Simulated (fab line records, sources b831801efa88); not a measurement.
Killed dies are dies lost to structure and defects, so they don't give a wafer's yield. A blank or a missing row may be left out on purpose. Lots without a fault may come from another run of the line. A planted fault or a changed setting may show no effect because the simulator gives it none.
fab line records | flow sky130
record lots=7 wafers=21 last_day=50
route steps=708 shown SONOS_ONO@176 GATE_OXIDE@187 PAD_OPEN@708
lots that met no fault: from a run of the same line without faults
start_h: hours from the record's first day to the start of the lot's first wafer shown | wait_h: hours since the lot's step before | " the same as in the row above | L1.1+2: a row that stands for several wafers | - no value, or no start given | * or withheld: withheld | < > ~ a bound
route shown NAME@n: a module of which the file shows steps, and the number in the route of the first | usual: mean/standard deviation of fault-free wafers | same: alike in all rows | chamber/n: place in a boat | sites: the reading at each site | _std_site: their standard deviation | _edge_site: outer sites' mean less inner sites' | radius_mm: how far each site lies from the wafer's centre | mask NAME#n: copy n | behind: the tool/chamber that last shaped the wafer | hold: why the lot was held/for how many hours/how that ended | device: the transistor (n, p or np) that didn't switch | end of line: the same wafers' tests at the end of the route | a step without rows: its recipe alone | killed: dies lost to structure and defects at the first sort, not the wafer's yield | map: a wafer's dies, x killed, . not, _ none there
set.NAME: the setting as run; set.NAME@STEP: as run at that earlier step | model.NAME: the simulator's own value behind a step, which no gauge read
lots at some steps of the route; a table a step, a row a wafer
services: from which hour (start_h, from the record's first day; less than 0 if before it) a tool's chamber was out of use, for how many hours, and why
## steps
# step SKY_SONOS_ONO_COAT_08
# recipe resist=NOVOLAK spin_rpm=3000 resist_thk_nm=1140
# step SKY_SONOS_ONO_SOFTBAKE_09
# recipe temp_c=90 time_s=57.51 resist=NOVOLAK
# step SKY_SONOS_ONO_EXPOSE_10
# recipe mask_id=ONOM target_cd_nm=410 na=0.6 source_shape=conventional sigma_outer=0.6 dose_mj=150
# step SKY_SONOS_ONO_PEB_11
# recipe temp_c=withheld time_s=* resist=NOVOLAK
# step SKY_SONOS_ONO_DEVELOP_12
# recipe develop_time_s=60 dev_temp_c=23
# step SKY_SONOS_ONO_CD_MEAS_13
# recipe target_cd_nm=410
# usual cd_nm=410.5/2.5
# columns lot.wafer tool chamber start_h wait_h cd_nm
L279.1 cd_sem-02 - 292.68 0.1 413.9
L279.5 " - " " 411.5
L279.6 " - " " 413.6
L281.2 cd_sem-02 - 313.71 0.1 411.2
L281.3 " - " " 407.8
L281.4 " - " " 411.9
L288.1 cd_sem-02 - 372.79 0.1 409.4
L288.4 " - " " 407.7
L288.6 " - " " 408.3
L290.1 cd_sem-01 - 390.08 0.1 406.5
L290.4 " - " " 406.6
L290.6 " - " " 404.8
L292.2 cd_sem-01 - 398.45 0.1 410.0
L292.3 " - " " 409.3
L292.5 " - " " 409.3
L294.2 cd_sem-01 - 444.25 0.1 410.7
L294.3 " - " " 411.5
L294.4 " - " " 412.6
L297.1 cd_sem-01 - 466.83 0.1 413.1
L297.4 " - " " 412.8
L297.6 " - " " 414.0
# step SKY_SONOS_ONO_OVL_MEAS_14
# usual SONOS_ONO_OVL=-0.5/1.4
# columns lot.wafer tool chamber start_h wait_h SONOS_ONO_OVL[nm]
L279.1 overlay-01 - 292.80 0.1 2.3
L279.5 " - " " 2.6
L279.6 " - " " 3.1
L281.2 overlay-02 - 313.82 0.1 0.1
L281.3 " - " " -0.5
L281.4 " - " " -0.6
L288.1 overlay-02 - 372.91 0.1 0.0
L288.4 " - " " -1.9
L288.6 " - " " -0.8
L290.1 overlay-01 - 390.20 0.1 -1.9
L290.4 " - " " -1.4
L290.6 " - " " -3.1
L292.2 overlay-02 - 398.56 0.1 -2.5
L292.3 " - " " -3.1
L292.5 " - " " -1.6
L294.2 overlay-02 - 444.36 0.1 -1.6
L294.3 " - " " -2.3
L294.4 " - " " -1.8
L297.1 overlay-02 - 466.95 0.1 -1.3
L297.4 " - " " -1.8
L297.6 " - " " -2.2
# step SKY_SONOS_ONO_ETCH_15
# recipe target_depth_nm=19.52 chemistry=CHF3/O2 source_w=600 bias_w=200 pressure_mtorr=40 chf3_flow_sccm=50 O2_flow_sccm=5 time_s=7.8
# usual drypump_motor_current_A=5.8/0.32 oes_product_au=1.001/0.0091 throttle_valve_pct=8.825/0.0095
# columns lot.wafer tool chamber start_h wait_h drypump_motor_current_A oes_product_au rf_hours_counter_h throttle_valve_pct
L279.1 rie_diel-02 3 292.84 0.0 6.2 1.001 8 8.821
L279.5 " 2 " " 5.7 0.997 - 8.829
L279.6 " 0 " " 6.0 1.005 - 8.809
L281.2 rie_diel-03 1 313.85 0.0 5.8 0.995 87 8.813
L281.3 " 2 " " 6.5 0.987 58 8.805
L281.4 " 3 " " 5.7 0.996 5 8.804
L288.1 rie_diel-04 1 372.94 0.0 5.4 1.018 86 8.833
L288.4 " 0 " " 6.2 1.006 9 8.823
L288.6 " 2 " " 5.5 0.998 - 8.840
L290.1 rie_diel-02 1 390.24 0.0 5.7 1.000 3 8.830
L290.4 " 2 " " 5.7 0.998 13 8.823
L290.6 " 2 " " 5.7 0.997 - 8.820
L292.2 rie_diel-04 3 398.59 0.0 5.4 0.996 9 8.821
L292.3 " 0 " " 6.2 1.002 9 8.826
L292.5 " 3 " " 5.5 0.991 - 8.810
L294.2 rie_diel-04 1 444.39 0.0 5.5 1.015 87 8.826
L294.3 " 2 " " 5.4 1.012 64 8.828
L294.4 " 0 " " 6.2 1.011 10 8.828
L297.1 rie_diel-03 3 466.99 0.0 5.6 0.998 8 8.829
L297.4 " 1 " " 5.8 1.010 91 8.824
L297.6 " 0 " " 5.7 1.008 - 8.834
# step SKY_SONOS_ONO_WET_ETCH_16
# recipe chemistry=dHF target_depth_nm=14 dry=n2_spin target=SiO2 dilution=100:1 temp_c=25 time_s=280
# step SKY_SONOS_ONO_STRIP_17
# recipe chemistry=O2/N2 power_w=1400 pressure_mtorr=1500 platen_temp_c=withheld o2_flow_sccm=3000 n2_flow_sccm=300 overash_fraction=0.5
# usual drypump_motor_current_A=5.8/0.35 oes_product_au=0.710/0.0046 strip_time_to_endpoint_s=14.12/0.041
# columns lot.wafer tool chamber start_h wait_h drypump_motor_current_A oes_product_au rf_hours_counter_h strip_time_to_endpoint_s
L279.1 plasma_asher-01 0 292.96 0.0 5.8 0.705 64 14.17
L279.5 " 1 " " 6.6 0.707 - 14.13
L279.6 " 0 " " 5.7 0.726 - 14.16
L281.2 plasma_asher-01 1 313.95 0.0 6.6 0.713 66 14.09
L281.3 " 1 " " 6.6 0.704 - 14.12
L281.4 " 0 " " 5.7 0.711 - 14.14
L288.1 plasma_asher-04 1 373.06 0.0 6.1 0.710 56 14.12
L288.4 " 0 " " 5.8 0.705 - 14.10
L288.6 " 1 " " 6.1 0.714 - 14.13
L290.1 plasma_asher-03 0 390.35 0.0 5.3 0.709 75 14.12
L290.4 " 0 " " 5.3 0.711 - 14.09
L290.6 " 1 " " 5.8 0.713 - 14.08
L292.2 plasma_asher-04 1 398.71 0.0 6.1 0.710 58 14.18
L292.3 " 0 " " 5.7 0.711 - 14.12
L292.5 " 0 " " 5.7 0.708 - 14.17
L294.2 plasma_asher-03 1 444.50 0.0 5.8 0.706 1 14.13
L294.3 " 1 " " 5.8 0.711 - 14.10
L294.4 " 0 " " 5.3 0.713 - 14.19
L297.1 plasma_asher-03 1 467.10 0.0 5.7 0.712 4 14.12
L297.4 " 0 " " 5.3 0.712 - 14.11
L297.6 " 0 " " 5.3 0.705 - 14.11
# step SKY_SONOS_ONO_WET_ETCH_18
# recipe chemistry=H3PO4 target_depth_nm=15 target=Si3N4 temp_c=160 time_s=172
# step SKY_GATE_OXIDE_CLEAN_00
# recipe chemistry=SC1/SC2 mix=1:4:20 temp_c=70 time_s=150 dry=n2_spin
# step SKY_GATE_OXIDE_OXIDATION_01
# recipe temp_c=900 ambient=O2 stabilise_s=600 purge_s=300 target_thk_a=102.68 ox_time_s=1473
# usual spike_tc_bottom_C=912/3.2 tube_center_temp_C=900.01/0.078
# same ox_time_s=1473
# columns lot.wafer tool chamber start_h wait_h spike_tc_bottom_C tube_center_temp_C
L279.1 furnace-01 0 353.82 60.7 914 900
L279.5 " 0 " " 916 900.02
L279.6 " 0 " " 912 900.06
L281.2 furnace-01 0 374.16 60.0 914 900.07
L281.3 " 0 " " 913 899.99
L281.4 " 0 " " 914 899.97
L290.1 furnace-02 0 391.70 1.2 908 899.88
L290.4 " 0 " " 909 900.03
L290.6 " 0 " " 909 899.91
L292.2 furnace-01 0 398.91 0.0 916 900.13
L292.3 " 0 " " 916 899.99
L292.5 " 0 " " 915 900.01
L288.1 furnace-01 0 433.27 60.0 916 899.91
L288.4 " 0 " " 915 900.16
L288.6 " 0 " " 915 899.95
L294.2 furnace-02 0 445.57 0.9 908 899.94
L294.3 " 0 " " 910 899.99
L294.4 " 0 " " 909 899.94
L297.1 furnace-01 0 467.31 0.0 915 900.06
L297.4 " 0 " " 916 900.05
L297.6 " 0 " " 915 900.02
# step SKY_GATE_OXIDE_THK_MEAS_02
# recipe reads=SiO2_of_GATE_OXIDE_OXIDATION_01
# usual GATE_OXIDE_OXIDATION_00_THK=10.18/0.22
# columns lot.wafer tool chamber start_h wait_h GATE_OXIDE_OXIDATION_00_THK[nm]
L279.1 film_metro-03 - 355.23 0.0 9.91
L279.5 " - " " 10.00
L279.6 " - " " 10.15
L281.2 film_metro-03 - 375.58 0.0 10.01
L281.3 " - " " 10.04
L281.4 " - " " 9.92
L290.1 film_metro-04 - 393.11 0.0 10.47
L290.4 " - " " 10.49
L290.6 " - " " 10.35
L292.2 film_metro-03 - 400.33 0.0 10.41
L292.3 " - " " 10.01
L292.5 " - " " 10.18
L288.1 film_metro-04 - 434.68 0.0 10.47
L288.4 " - " " 10.40
L288.6 " - " " 10.54
L294.2 film_metro-01 - 447.02 0.0 10.24
L294.3 " - " " 10.17
L294.4 " - " " 10.12
L297.1 film_metro-03 - 468.72 0.0 10.23
L297.4 " - " " 10.32
L297.6 " - " " 10.08
# step SKY_PAD_OPEN_PROBE_99
# usual killed_at_M0_to_M3=43/6.9 killed_at_M4_up=3.1/1.9 killed_at_contacts=24/5.4 killed_at_front_end=14/4.3 killed_at_other=0.3/0.53 killed_dies=84/9.5 killed_open=46/6.8 killed_short=38/6
# same gross_dies=492 killed_at_back_side=0
# columns lot.wafer tool chamber start_h wait_h killed_at_M0_to_M3 killed_at_M4_up killed_at_contacts killed_at_front_end killed_at_other killed_dies killed_open killed_short model.etest.cap_thick_oxide.gate_bv_v
L279.1 prober-02 - 1146.17 0.1 39 5 28 15 0 87 49 38 14.27
L279.5 prober-02 - 1146.37 0.2 41 4 18 11 1 75 44 31 14.19
L279.6 prober-02 - 1146.42 0.2 55 4 16 11 0 86 47 38 14.44
L290.1 prober-01 - 1157.14 0.1 41 3 30 11 0 85 53 32 15.69
L290.4 prober-01 - 1157.29 0.2 39 5 24 16 0 84 45 39 15.99
L290.6 prober-01 - 1157.39 0.2 39 4 19 11 1 74 38 36 16.1
L281.2 prober-01 - 1159.35 0.1 46 4 31 18 0 99 50 48 14.12
L281.3 prober-01 - 1159.40 0.2 35 0 21 15 1 72 43 29 14.13
L281.4 prober-01 - 1159.45 0.2 46 2 19 11 0 78 50 28 14.26
L292.2 prober-02 - 1172.51 0.1 41 3 13 10 0 67 31 36 15.83
L292.3 prober-02 - 1172.56 0.2 32 2 26 7 1 68 43 25 15.76
L292.5 prober-02 - 1172.66 0.2 43 4 32 25 0 104 53 50 15.79
L294.2 prober-01 - 1192.99 0.1 49 2 23 13 0 87 49 38 15.77
L294.3 prober-01 - 1193.04 0.2 41 3 16 9 0 69 48 21 15.44
L294.4 prober-01 - 1193.09 0.2 47 3 39 7 0 96 60 36 15.25
L297.1 prober-01 - 1197.91 0.1 44 2 30 10 1 87 51 36 15.02
L297.4 prober-01 - 1198.06 0.2 45 7 29 4 1 86 55 30 15.56
L297.6 prober-01 - 1198.16 0.2 41 2 15 10 2 70 34 34 15.87
L288.1 prober-01 - 1200.81 0.1 41 2 26 18 0 87 53 34 14.92
L288.4 prober-01 - 1200.96 0.2 48 1 16 15 1 81 43 37 14.83
L288.6 prober-01 - 1201.06 0.2 47 3 24 13 0 87 44 43 15.02
# killed by level:class
L279.1 VIA1:geometric_particle:open=12 LI_CONTACT:geometric_particle:open=9 CONTACT:geometric_particle:open=6 VIA3:geometric_particle:open=6 FIELD_ISO:geometric_particle:open=5 LOCAL_INTERCONNECT:geometric_particle:short=5 CONTACT:geometric_particle:short=5 METAL1:geometric_particle:short=5
L279.5 VIA1:geometric_particle:open=9 VIA2:geometric_particle:open=8 VIA3:geometric_particle:open=8 LI_CONTACT:geometric_particle:open=6 CONTACT:geometric_particle:open=5 FIELD_ISO:geometric_particle:short=3 FIELD_ISO:geometric_particle:open=3 POLY_GATE:geometric_particle:short=3
L279.6 VIA1:geometric_particle:open=9 VIA2:geometric_particle:open=9 VIA3:geometric_particle:open=8 VIA3:geometric_particle:short=8 LI_CONTACT:geometric_particle:open=6 METAL1:geometric_particle:short=5 METAL2:geometric_particle:short=5 CONTACT:geometric_particle:open=4
L290.1 CONTACT:geometric_particle:open=10 VIA2:geometric_particle:open=10 VIA1:geometric_particle:open=9 LI_CONTACT:geometric_particle:open=8 CONTACT:geometric_particle:short=6 LOCAL_INTERCONNECT:geometric_particle:short=4 VIA3:geometric_particle:open=4 FIELD_ISO:geometric_particle:short=3
L290.4 LI_CONTACT:geometric_particle:open=9 METAL2:geometric_particle:short=9 VIA1:geometric_particle:open=7 CONTACT:geometric_particle:open=6 POLY_GATE:geometric_particle:open=5 METAL1:geometric_particle:short=5 FIELD_ISO:geometric_particle:open=4 VIA2:geometric_particle:open=4
L290.6 VIA1:geometric_particle:open=9 CONTACT:geometric_particle:open=7 FIELD_ISO:geometric_particle:short=5 VIA2:geometric_particle:open=5 LI_CONTACT:geometric_particle:open=5 CONTACT:geometric_particle:short=5 METAL2:geometric_particle:short=5 VIA3:geometric_particle:open=5
L281.2 VIA1:geometric_particle:open=12 LI_CONTACT:geometric_particle:open=8 LOCAL_INTERCONNECT:geometric_particle:short=7 CONTACT:geometric_particle:short=7 CONTACT:geometric_particle:open=7 METAL2:geometric_particle:short=7 METAL1:geometric_particle:short=5 VIA3:geometric_particle:open=5
L281.3 VIA1:geometric_particle:open=9 LI_CONTACT:geometric_particle:open=7 CONTACT:geometric_particle:open=7 VIA3:geometric_particle:open=6 LOCAL_INTERCONNECT:geometric_particle:short=5 METAL2:geometric_particle:short=5 POLY_GATE:geometric_particle:open=4 POLY_GATE:geometric_particle:short=3
L281.4 VIA1:geometric_particle:open=11 VIA2:geometric_particle:open=11 CONTACT:geometric_particle:open=7 METAL1:geometric_particle:short=7 LI_CONTACT:geometric_particle:open=6 VIA3:geometric_particle:open=5 FIELD_ISO:geometric_particle:short=3 FIELD_ISO:geometric_particle:open=3
L292.2 VIA1:geometric_particle:short=10 VIA3:geometric_particle:open=7 VIA1:geometric_particle:open=7 METAL2:geometric_particle:short=5 LI_CONTACT:geometric_particle:short=5 FIELD_ISO:geometric_particle:short=4 METAL1:geometric_particle:short=4 CONTACT:geometric_particle:open=4
L292.3 VIA1:geometric_particle:open=11 LI_CONTACT:geometric_particle:open=8 CONTACT:geometric_particle:open=8 VIA2:geometric_particle:open=6 LOCAL_INTERCONNECT:geometric_particle:short=4 METAL1:geometric_particle:short=4 VIA3:geometric_particle:open=3 FIELD_ISO:geometric_particle:open=2
L292.5 VIA1:geometric_particle:open=15 FIELD_ISO:geometric_particle:short=11 CONTACT:geometric_particle:open=11 CONTACT:geometric_particle:short=8 FIELD_ISO:geometric_particle:open=7 VIA1:geometric_particle:short=7 LI_CONTACT:geometric_particle:open=6 VIA2:geometric_particle:open=5
L294.2 VIA1:geometric_particle:open=16 CONTACT:geometric_particle:open=8 METAL1:geometric_particle:short=5 LI_CONTACT:geometric_particle:open=5 CONTACT:geometric_particle:short=5 METAL2:geometric_particle:short=5 LI_CONTACT:geometric_particle:short=4 VIA2:geometric_particle:open=4
L294.3 VIA1:geometric_particle:open=12 VIA3:geometric_particle:open=6 CONTACT:geometric_particle:open=6 VIA2:geometric_particle:open=6 METAL1:geometric_particle:short=5 FIELD_ISO:geometric_particle:open=4 LI_CONTACT:geometric_particle:open=4 METAL3:geometric_particle:open=3
L294.4 VIA1:geometric_particle:open=15 CONTACT:geometric_particle:open=13 LI_CONTACT:geometric_particle:open=12 LI_CONTACT:geometric_particle:short=6 VIA3:geometric_particle:open=6 CONTACT:geometric_particle:short=5 METAL1:geometric_particle:short=5 VIA2:geometric_particle:open=5
L297.1 VIA1:geometric_particle:open=17 CONTACT:geometric_particle:open=11 LI_CONTACT:geometric_particle:open=10 LI_CONTACT:geometric_particle:short=4 VIA1:geometric_particle:short=4 METAL2:geometric_particle:short=4 VIA2:geometric_particle:open=4 FIELD_ISO:geometric_particle:short=3
L297.4 CONTACT:geometric_particle:open=11 LI_CONTACT:geometric_particle:open=9 VIA1:geometric_particle:open=9 VIA2:geometric_particle:open=8 VIA3:geometric_particle:open=6 CONTACT:geometric_particle:short=5 VIA1:geometric_particle:short=5 METAL4:geometric_particle:open=5
L297.6 VIA1:geometric_particle:open=11 METAL2:geometric_particle:short=11 CONTACT:geometric_particle:open=5 LOCAL_INTERCONNECT:geometric_particle:short=4 VIA3:geometric_particle:open=4 METAL1:geometric_particle:short=4 VIA2:geometric_particle:open=4 FIELD_ISO:geometric_particle:short=3
L288.1 VIA1:geometric_particle:open=17 CONTACT:geometric_particle:open=13 FIELD_ISO:geometric_particle:short=5 LI_CONTACT:geometric_particle:open=5 VIA1:geometric_particle:short=5 VIA3:geometric_particle:open=5 FIELD_ISO:geometric_particle:open=4 LOCAL_INTERCONNECT:geometric_particle:short=4
L288.4 VIA1:geometric_particle:open=15 METAL2:geometric_particle:short=8 CONTACT:geometric_particle:open=7 CONTACT:geometric_particle:short=5 VIA2:geometric_particle:open=5 VIA2:geometric_particle:short=5 VIA3:geometric_particle:short=4 FIELD_ISO:geometric_particle:short=3
L288.6 VIA1:geometric_particle:open=12 LI_CONTACT:geometric_particle:open=11 METAL1:geometric_particle:short=8 VIA2:geometric_particle:open=7 POLY_GATE:geometric_particle:short=5 VIA2:geometric_particle:short=5 CONTACT:geometric_particle:short=4 VIA1:geometric_particle:short=4
## services
# columns tool chamber start_h hours kind
rie_diel-04 - 270.81 37.8 repair
rie_diel-04 2 273.96 5.7 repair
rie_diel-04 0 274.08 5.6 repair
rie_diel-04 1 284.66 15.2 repair
rie_diel-03 3 288.29 3.5 repair
furnace-02 - 288.66 3.5 pm
rie_diel-02 1 288.96 4.0 repair
rie_diel-02 1 304.16 1.3 repair
rie_diel-02 1 306.64 8.2 repair
rie_diel-04 1 310.73 2.6 repair
rie_diel-03 0 318.26 10.7 repair
rie_diel-03 2 324.32 6.4 repair
furnace-01 - 327.61 3.9 pm
furnace-02 - 334.59 5.2 pm
rie_diel-03 3 341.65 11.4 repair
rie_diel-03 2 345.92 3.9 repair
plasma_asher-01 - 355.25 16.6 repair
furnace-02 - 364.56 3.8 pm
plasma_asher-01 - 366.61 1.0 repair
rie_diel-02 1 390.47 6.5 repair
plasma_asher-03 - 421.25 9.0 pm
furnace-01 - 426.89 4.2 pm
rie_diel-04 - 458.20 2.6 repair
rie_diel-04 1 460.96 2.5 repair
## key
first_sign step=SKY_GATE_OXIDE_OXIDATION_01 reading=wait_h direction=changed
effect none on later readings
model_effect step=SKY_PAD_OPEN_PROBE_99 value=etest.cap_thick_oxide.gate_bv_v without=15.46 struck=14.46
met_at SKY_GATE_OXIDE_OXIDATION_01
struck_wafers L279.1,L279.5,L279.6,L281.2,L281.3,L281.4,L288.1,L288.4,L288.6
tester_left_out L279,L281,L288
fault kind=queue_time_violation tool=furnace-01,furnace-02 chamber=0 onset_h=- steps=SKY_GATE_OXIDE_OXIDATION_01 delay_hr=60 scope=struck_lots_only
# tester_left_out: of these lots the tester's yield and bins aren't shown, on N5 and GAA mostly nor the transistor test; their killed dies are dies lost to structure and defects alone, not to doping, threshold or leakage, so they don't give the yield
